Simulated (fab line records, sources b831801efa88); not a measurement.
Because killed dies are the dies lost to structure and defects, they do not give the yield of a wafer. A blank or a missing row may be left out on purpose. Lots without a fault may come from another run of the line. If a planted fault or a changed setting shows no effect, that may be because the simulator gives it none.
Problem report in the 8D (eight disciplines) form, filled by code + flow gf180mcu + the parts of the form that need people (team, actions taken, sign-off) are left out

1. WHAT WENT WRONG
At GF_V1_CVD_23, chamberPressureTorr averages 42.16 Torr over 6 wafers from 2 lots, while fault-free wafers read 40.00 Torr, standard deviation 0.091. That is +24 standard deviations from the usual mean.
The step: deposits W, target thk 350 nm, time 105.05 s.
The first sign was on wafer L606.2 at day 19 09:51, on cvdW-02. The record holds 42 wafers of 14 lots with a number at this step. The rule behind "out" and "out of limits": a value lying over 4 standard deviations away from the usual mean. Any other wafer with a number is counted as sound.

2. WHAT IT IS; WHAT IT IS NOT
| question                    | is                     | is not                                                                                                              |
|-----------------------------|------------------------|---------------------------------------------------------------------------------------------------------------------|
| which readings at this step | chamberPressureTorr    | heaterPowerW                                                                                                        |
| which lots                  | L606, L607             | L603, L604, L605, L615, L616, L618, L620, L621, L622, L623, L624, L626                                              |
| which wafers of those lots  | all that have a number | -                                                                                                                   |
| read on which tools         | cvdW-02                | cvdW-01                                                                                                             |
| when                        | from day 19 09:51      | up to then (9 sound wafers); but 27 sound wafers of L615, L616, L618, L620, L621, L622, L623, L624, L626 came after |

3. SUSPECTS, AND WHAT RULES EACH OUT
Counting: a tool at any process step up to the reading remains a suspect when it ran all the lots that are out and ran no sound lot after the first of those.
- cvdW-02 at GF_V1_CVD_23 (deposits W, target thk 350 nm, time 105.05 s): ruled out as a lasting fault. The sound lots L615, L620, L621, L623, L624, L626 went through it after L606, its earliest lot that is out (day 19 09:51).
Left after counting: nothing in the record.

4. THE CAUSE (what the simulator had put in)
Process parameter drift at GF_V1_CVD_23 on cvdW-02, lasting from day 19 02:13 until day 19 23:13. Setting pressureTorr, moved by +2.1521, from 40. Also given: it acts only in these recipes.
Counting ruled it out, wrongly.

5. THE CHAIN OF EFFECTS, in route order
One row per reading whose mean, taken over the struck wafers that have a number, lies over 3 standard deviations from the usual. Readings are gone through only where the record gives a usual standard deviation; hours: the median, over the lots, of the time from a lot's start at the first step in this table giving one to that lot's start at this step; sigmas: the change measured in usual standard deviations.
| hours | step         | reading             | usual      | on struck wafers | change | sigmas |
|-------|--------------|---------------------|------------|------------------|--------|--------|
| 0     | GF_V1_CVD_23 | chamberPressureTorr | 40.00 Torr | 42.16            | +2.16  | +24    |
It contains these process steps:
- GF_V1_CVD_23: deposits W, target thk 350 nm, time 105.05 s.
At these later measuring or inspecting steps, every struck wafer for which the step has a row has a number for every such reading, and none has moved that far: GF_V4_RS_MEAS_24.

6. HOW IT WOULD HAVE BEEN CAUGHT EARLIER
In this record no reading fell out of limits until day 19 09:51, 8 hours after the fault had begun at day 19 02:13.
